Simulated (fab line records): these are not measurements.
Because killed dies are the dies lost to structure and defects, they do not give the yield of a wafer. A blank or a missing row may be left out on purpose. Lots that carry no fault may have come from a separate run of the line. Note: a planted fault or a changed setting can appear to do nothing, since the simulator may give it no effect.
Split-lot experiment ; flow gf180mcu ; route with 602 steps; 5 lots, 23 wafers read

SPLIT DETAILS
At GF_PSD_COAT_02 (resist thk 1000 nm), the setting spin rpm was moved away from the recipe's 3000 rpm on 8 of the 23 wafers read, by -4.1% to +7.0%. The other wafers ran this setting at the recipe's value.

The reading is taken at the split's own step.

THE READING
NOVOLAK_of_PSD_COAT_02.thk nm (the simulator's own value, which no gauge read), in nm, at GF_PSD_COAT_02 (resist thk 1000 nm). The file gives no usual value for it. The 15 wafers here that ran the recipe average 997.9 nm, standard deviation 3.5 nm.

wafer;tool, chamber at the split;spin rpm as run, rpm;against the recipe;NOVOLAK_of_PSD_COAT_02.thk nm, nm;against lot-mates on the recipe
L074.1;litho track-02, 0;3000;recipe;1001;-
L074.2;litho track-02, 0;3000;recipe;1000;-
L074.3;litho track-02, 0;3000;recipe;1003;-
L074.6;litho track-02, 0;3000;recipe;1003;-
L074.5;litho track-02, 0;3000;recipe;998.6;-
L075.1;litho track-01, 0;3000;recipe;998.9;-
L075.2;litho track-01, 0;3000;recipe;999.1;-
L075.3;litho track-01, 0;3108;+3.6%;982.9;-14.9
L075.5;litho track-01, 0;3000;recipe;995.4;-
L075.6;litho track-01, 0;3108;+3.6%;980.9;-16.9
L076.1;litho track-04, 0;3209;+7.0%;957.1;-35.4
L076.3;litho track-04, 0;3209;+7.0%;959.7;-32.8
L076.4;litho track-04, 0;3000;recipe;992.5;-
L076.5;litho track-04, 0;3209;+7.0%;957.9;-34.6
L076.6;litho track-04, 0;3000;recipe;992.4;-
L081.1;litho track-02, 0;3000;recipe;998.2;-
L081.2;litho track-02, 0;2877;-4.1%;1017;+18.8
L081.3;litho track-02, 0;2877;-4.1%;1021;+22.8
L081.4;litho track-02, 0;3000;recipe;998.3;-
L081.6;litho track-02, 0;2877;-4.1%;1020;+21.8
L084.1;litho track-02, 0;3000;recipe;992.4;-
L084.3;litho track-02, 0;3000;recipe;1001;-
L084.4;litho track-02, 0;3000;recipe;994.5;-

THE FIT
A straight line over all 23 wafers: NOVOLAK_of_PSD_COAT_02.thk nm changes by -5.44 nm for each +1% of spin rpm; r = -0.98; the points scatter about the line by 3.4 nm.
The same after taking each lot's own level away (the mean of its wafers on the recipe; 23 wafers): -4.93 nm for each +1%; r = -0.99; scatter 2 nm.
The reading moves by 34 nm for the largest change in spin rpm, on that fit.
Measured against the standard deviation above, the lots' own levels, which go from 992.45 to 1001.12 nm, span 2.5 times it.
In other words, the slope is changed by the lot-to-lot level; the two fits disagree.
Check: with one of the wafers moved furthest among these (+7.0%) left out of the fit, the line predicts -33.6 nm for it against its lot-mates. It came out at -35.4 nm against them.

THE OTHER SPLITS THESE WAFERS WENT THROUGH
Other splits were also applied to these wafers ahead of the reading. Each is held against what the fit with the lots' levels taken away leaves over:
other split on the same wafers;wafers away from the commonest value;r with NOVOLAK_of_PSD_COAT_02.thk nm (lot level and that fit taken away)
GF_HV_LDD_CVD_54 target thk nm;18;-0.04
GF_NSD_DEVELOP_06 dev temp c;4;+0.07

THE WHOLE CHAIN: every reading that the file lists as answering this split, in the file's order
step;what it does;reading;change (the file's fit);r (the file's)
GF_PSD_COAT_02;resist thk 1000 nm;NOVOLAK_of_PSD_COAT_02.thk nm (the simulator's own value, which no gauge read);-4.87 nm for each +1% of the setting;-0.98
GF_PSD_STRIP_10;strips in O2/N2;strip time to endpoint s;withheld for each +1% of the setting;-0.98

THE FILE'S OWN FIT
NOVOLAK_of_PSD_COAT_02.thk nm changes by -4.87 nm for each +1% of spin rpm, r = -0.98.
